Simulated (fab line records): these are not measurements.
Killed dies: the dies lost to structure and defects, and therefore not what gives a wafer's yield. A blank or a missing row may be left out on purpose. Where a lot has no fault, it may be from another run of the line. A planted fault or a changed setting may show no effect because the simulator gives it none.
Struck lot and sound lot, side by side	flow sky130	16 out of 708 route steps
Sound: these wafers, L223.2, L223.4, L223.5. Wafers struck: L219.2, L219.5, L219.6. Last of all comes the cause.
At each step with rows: each side's tool, then ch and its chambers, then its first start. Under that, the readings that differ: sound wafers	struck wafers	difference of the means	sigmas: that difference in standard deviations of wafers without a fault.
alike: words and numbers the same on both sides, and readings whose means are apart by under 2 such deviations; not compared: readings that were withheld, readings missing a value for some wafer, numbers with overlapping values and no deviation given by the record, and bounds like >300 which may hide the same value.
Wherever a step has rows on one side only, a row that says differs or no value, or a row with sigmas, the two part there. Non-overlapping numbers with no deviation appear without sigmas and do not part them. A reading missing from all wafers of one side parts the sides only when that side holds two or more wafers.

first, 8 steps without rows for these wafers: SKY_METAL1_DEHYDRATE_07 (time 60 s); SKY_METAL1_HMDS_08 (prime time 60 s); SKY_METAL1_COAT_09 (resist thk 60 nm); SKY_METAL1_COAT_10 (resist thk 450 nm); SKY_METAL1_SOFTBAKE_11 (time 90 s); SKY_METAL1_EXPOSE_12 (exposes mask MM1, target cd 140 nm); SKY_METAL1_PEB_13; SKY_METAL1_DEVELOP_14 (develop time 57.98 s).
SKY_METAL1_CD_MEAS_15: the cd target is 140 nm.
  sound on cdSem-01 at day 36 17:08; struck on cdSem-01 at day 35 12:09
  alike: cdNm
SKY_METAL1_OVL_MEAS_16:
  sound on overlay-01 at day 36 17:14; struck on overlay-01 at day 35 12:16
  alike: METAL1_OVL
SKY_METAL1_DESCUM_17: chemistry O2, time 8 s.
  sound on rieMetal-04 ch 0, day 36 17:16; struck on rieMetal-04 ch 0,1, day 35 12:17
  alike: drypumpMotorCurrentA, oesProductAu
  not compared: rfHoursCounterH
SKY_METAL1_ETCH_18: etches BARC in N2/H2, stops on SiO2, time 45.9 s, target depth 60 nm.
  sound on rieMetal-04 ch 0, day 36 17:18; struck on rieMetal-04 ch 0,1, day 35 12:19
  alike: biasW, chamberPressureMTorr, drypumpMotorCurrentA, n2FlowSccm, oesProductAu, throttleValvePct
  not compared: rfHoursCounterH
SKY_METAL1_METAL_ETCH_19: etches the open film in Cl2/BCl3, stops on SiO2, target depth 360 nm, time 78 s.
  sound on rieMetal-04 ch 0, day 36 17:22; struck on rieMetal-04 ch 0,1, day 35 12:23
  no value came back on the struck wafers for any of 8 readings (bcl3FlowSccm (sccm), biasW (W) and others); on the sound wafers bcl3FlowSccm (sccm) reads 29.98 29.92 29.93
reading	sound	struck	difference	sigmas
model.KrF-thick_of_METAL1_COAT_10.thkNm (nm)	153.9 152.1 149.7	393.5 392.7 392.3	+240.9	
model.SiO2_of_CONTACT_HDPCVD_02.thkNm (nm)	325.6 324.4 325.7	337.6 338 336.1	+12.0	
  not compared: rfHoursCounterH
SKY_METAL1_STRIP_20: strips in O2/N2.
  sound on plasmaAsher-01 ch 0,1, day 36 17:28; struck on plasmaAsher-03 ch 0,1, day 35 12:28
reading	sound	struck	difference	sigmas
oesProductAu (a.u.)	0.341 0.335 0.341	0.444 0.449 0.450	+0.109	+24
stripTimeToEndpointS (s)	2.64 2.62 2.59	5.21 5.19 5.19	+2.58	+66
  alike: drypumpMotorCurrentA, n2FlowSccm
  not compared: rfHoursCounterH
then, 1 step without rows for these wafers: SKY_METAL1_STRIP_21 (strips in post etch residue remover, time 1200 s).
-- the record jumps here: 12 days lie between the struck wafers' starts before and after (it left off in module METAL1 and takes up again in module PAD_OPEN, whose first step shown is number 708 of the route) --
SKY_PAD_OPEN_PROBE_99:
  sound on prober-02 at day 48 16:23; struck on prober-02 at day 47 21:23
reading	sound	struck	difference	sigmas
defectLimitedYield (%)	82.3 81.5 83.5	0 0 0	-82	-43
killed_at_M0_to_M3	39 36 39	455 451 454	+415	+57
killedDies	87 91 81	492 492 492	+406	+43
killedOnRim	11 17 13	96 96 96	+82	+22
sort_bin_5_function (%)	11.0 10.8 9.8	92.7 92.7 92.5	+82.1	+59
sortNPass	405 401 411	0 0 0	-406	-43
sortYieldPct (%)	82.3 81.5 83.5	0 0 0	-82	-43
  alike: killed_at_M4_up, killedAtContacts, killedAtFrontEnd, killedAtOther, killedOpen, killedShort, sort_bin_3_pad_short, sort_bin_6_memory

WHERE THEY PART
Earliest at SKY_METAL1_METAL_ETCH_19; latest, in this record, at SKY_PAD_OPEN_PROBE_99.

WHY: whatever the simulator had introduced
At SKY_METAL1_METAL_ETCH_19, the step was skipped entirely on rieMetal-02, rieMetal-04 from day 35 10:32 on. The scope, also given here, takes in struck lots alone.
